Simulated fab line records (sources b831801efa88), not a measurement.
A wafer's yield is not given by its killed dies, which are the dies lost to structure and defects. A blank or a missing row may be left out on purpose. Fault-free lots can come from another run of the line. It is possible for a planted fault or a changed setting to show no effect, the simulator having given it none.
What tool caused it? || flow gf180mcu || 15 lots, 45 wafers sampled, at 2 steps of a route of 602

## WHAT EACH GAUGE READ, for each wafer
GF_V3_OVL_MEAS_15. Usual: for V3_OVL the level is 3 nm and the standard deviation is 4.8.
{"lot": "L184", "measured": "day 22 19:52", "on": "overlay-02", "V3_OVL (nm)": "3 8 11", "flag": ""}
{"lot": "L185", "measured": "day 22 23:44", "on": "overlay-01", "V3_OVL (nm)": "1 -1 -1", "flag": ""}
{"lot": "L186", "measured": "day 23 15:34", "on": "overlay-02", "V3_OVL (nm)": "-4 -3 -3", "flag": ""}
{"lot": "L188", "measured": "day 23 22:53", "on": "overlay-02", "V3_OVL (nm)": "8 9 1", "flag": ""}
{"lot": "L191", "measured": "day 24 20:17", "on": "overlay-01", "V3_OVL (nm)": "-4 2 -3", "flag": ""}
{"lot": "L190", "measured": "day 24 20:40", "on": "overlay-02", "V3_OVL (nm)": "9 3 6", "flag": ""}
{"lot": "L192", "measured": "day 25 16:44", "on": "overlay-01", "V3_OVL (nm)": "8 8 11", "flag": ""}
{"lot": "L193", "measured": "day 25 16:50", "on": "overlay-02", "V3_OVL (nm)": "11 -1 8", "flag": ""}
{"lot": "L197", "measured": "day 27 12:22", "on": "overlay-01", "V3_OVL (nm)": "3 0 5", "flag": ""}
{"lot": "L200", "measured": "day 27 16:52", "on": "overlay-02", "V3_OVL (nm)": "-4 1 -3", "flag": ""}
{"lot": "L203", "measured": "day 28 12:40", "on": "overlay-01", "V3_OVL (nm)": "-2 -3 -2", "flag": ""}
{"lot": "L204", "measured": "day 29 05:16", "on": "overlay-01", "V3_OVL (nm)": "2 3 12", "flag": ""}
{"lot": "L205", "measured": "day 29 07:26", "on": "overlay-02", "V3_OVL (nm)": "8 -3 3", "flag": ""}
{"lot": "L206", "measured": "day 29 10:44", "on": "overlay-01", "V3_OVL (nm)": "-5 -3 -4", "flag": ""}
{"lot": "L207", "measured": "day 30 00:25", "on": "overlay-02", "V3_OVL (nm)": "9 1 0", "flag": ""}

## EACH LOT AND THE TOOL THAT RAN IT (in order: tool; ch and the chambers of the sampled wafers; start)
{"lot": "L184", "GF_M3_METAL_ETCH_16": "rieMetal-01 ch 0,1, day 21 19:33"}
{"lot": "L185", "GF_M3_METAL_ETCH_16": "rieMetal-01 ch 0,1, day 21 23:10"}
{"lot": "L186", "GF_M3_METAL_ETCH_16": "rieMetal-04 ch 0,1, day 22 15:40"}
{"lot": "L188", "GF_M3_METAL_ETCH_16": "rieMetal-02 ch 1, day 22 22:39"}
{"lot": "L191", "GF_M3_METAL_ETCH_16": "rieMetal-02 ch 1, day 23 20:52"}
{"lot": "L190", "GF_M3_METAL_ETCH_16": "rieMetal-04 ch 0,1, day 23 22:25"}
{"lot": "L192", "GF_M3_METAL_ETCH_16": "rieMetal-01 ch 0, day 24 18:09"}
{"lot": "L193", "GF_M3_METAL_ETCH_16": "rieMetal-02 ch 0, day 24 18:30"}
{"lot": "L197", "GF_M3_METAL_ETCH_16": "rieMetal-02 ch 0,1, day 26 13:28"}
{"lot": "L200", "GF_M3_METAL_ETCH_16": "rieMetal-02 ch 0,1, day 26 19:06"}
{"lot": "L203", "GF_M3_METAL_ETCH_16": "rieMetal-01 ch 0,1, day 27 15:10"}
{"lot": "L204", "GF_M3_METAL_ETCH_16": "rieMetal-02 ch 0, day 28 08:49"}
{"lot": "L205", "GF_M3_METAL_ETCH_16": "rieMetal-02 ch 0, day 28 10:32"}
{"lot": "L206", "GF_M3_METAL_ETCH_16": "rieMetal-04 ch 0,1, day 28 13:39"}
{"lot": "L207", "GF_M3_METAL_ETCH_16": "rieMetal-02 ch 0, day 29 04:13"}
- GF_M3_METAL_ETCH_16: etches the open film in Cl2/BCl3, stops on SiO2, target depth 750.8 nm, time 125.1 s.

## WHAT THE TOOLS THEMSELVES READ (means of the sampled wafers that have a number; where no wafer has one, the mark that the record gives instead)
GF_M3_METAL_ETCH_16. Usual: drypumpMotorCurrentA 5.41 A, standard deviation 0.29; oesProductAu 0.990 a.u., standard deviation 0.0071; rfFwdPowerW 796 W, standard deviation 3.1; throttleValvePct 28.229 %, standard deviation 0.011.
{"lot": "L184", "tool": "rieMetal-01", "drypumpMotorCurrentA (A)": 5.30, "oesProductAu (a.u.)": 0.989, "rfFwdPowerW (W)": 796, "throttleValvePct (%)": 28.230, "flag": ""}
{"lot": "L185", "tool": "rieMetal-01", "drypumpMotorCurrentA (A)": 5.49, "oesProductAu (a.u.)": 0.997, "rfFwdPowerW (W)": 798, "throttleValvePct (%)": 28.225, "flag": ""}
{"lot": "L186", "tool": "rieMetal-04", "drypumpMotorCurrentA (A)": 5.76, "oesProductAu (a.u.)": 0.998, "rfFwdPowerW (W)": 798, "throttleValvePct (%)": 28.220, "flag": ""}
{"lot": "L188", "tool": "rieMetal-02", "drypumpMotorCurrentA (A)": 5.11, "oesProductAu (a.u.)": 0.990, "rfFwdPowerW (W)": 795, "throttleValvePct (%)": 28.220, "flag": ""}
{"lot": "L191", "tool": "rieMetal-02", "drypumpMotorCurrentA (A)": 5.11, "oesProductAu (a.u.)": 0.994, "rfFwdPowerW (W)": 793, "throttleValvePct (%)": 28.222, "flag": ""}
{"lot": "L190", "tool": "rieMetal-04", "drypumpMotorCurrentA (A)": 5.79, "oesProductAu (a.u.)": 0.993, "rfFwdPowerW (W)": 798, "throttleValvePct (%)": 28.225, "flag": ""}
{"lot": "L192", "tool": "rieMetal-01", "drypumpMotorCurrentA (A)": 5.72, "oesProductAu (a.u.)": 0.989, "rfFwdPowerW (W)": 795, "throttleValvePct (%)": 28.235, "flag": ""}
{"lot": "L193", "tool": "rieMetal-02", "drypumpMotorCurrentA (A)": 5.30, "oesProductAu (a.u.)": 0.988, "rfFwdPowerW (W)": 797, "throttleValvePct (%)": 28.225, "flag": ""}
{"lot": "L197", "tool": "rieMetal-02", "drypumpMotorCurrentA (A)": 5.18, "oesProductAu (a.u.)": 0.993, "rfFwdPowerW (W)": 797, "throttleValvePct (%)": 28.232, "flag": ""}
{"lot": "L200", "tool": "rieMetal-02", "drypumpMotorCurrentA (A)": 5.18, "oesProductAu (a.u.)": 0.992, "rfFwdPowerW (W)": 791, "throttleValvePct (%)": 28.235, "flag": ""}
{"lot": "L203", "tool": "rieMetal-01", "drypumpMotorCurrentA (A)": 5.29, "oesProductAu (a.u.)": 0.976, "rfFwdPowerW (W)": 793, "throttleValvePct (%)": 28.240, "flag": ""}
{"lot": "L204", "tool": "rieMetal-02", "drypumpMotorCurrentA (A)": 5.31, "oesProductAu (a.u.)": 0.995, "rfFwdPowerW (W)": 800, "throttleValvePct (%)": 28.228, "flag": ""}
{"lot": "L205", "tool": "rieMetal-02", "drypumpMotorCurrentA (A)": 5.31, "oesProductAu (a.u.)": 0.994, "rfFwdPowerW (W)": 799, "throttleValvePct (%)": 28.222, "flag": ""}
{"lot": "L206", "tool": "rieMetal-04", "drypumpMotorCurrentA (A)": 5.82, "oesProductAu (a.u.)": 0.991, "rfFwdPowerW (W)": 797, "throttleValvePct (%)": 28.221, "flag": ""}
{"lot": "L207", "tool": "rieMetal-02", "drypumpMotorCurrentA (A)": 5.30, "oesProductAu (a.u.)": 0.994, "rfFwdPowerW (W)": 798, "throttleValvePct (%)": 28.224, "flag": ""}

## THE ANSWER, worked out from the rows above alone
Rule: lot off if the mean of its wafers having a number is beyond 3 standard deviations from the usual mean. A lot without any number at a reading at which 4 lots or more have one is off too. Any other lot the step has rows for is counted as sound. First the gauges in route order, then the tools' own readings, where a lot's mean is used as printed above. At the first step where some lot is off, the reading lying furthest off is the one used; lots without a number count as furthest.
Across all readings shown, no lot is off: no conclusion can be drawn from this.

## WHAT HAD BEEN PUT IN BY THE SIMULATOR
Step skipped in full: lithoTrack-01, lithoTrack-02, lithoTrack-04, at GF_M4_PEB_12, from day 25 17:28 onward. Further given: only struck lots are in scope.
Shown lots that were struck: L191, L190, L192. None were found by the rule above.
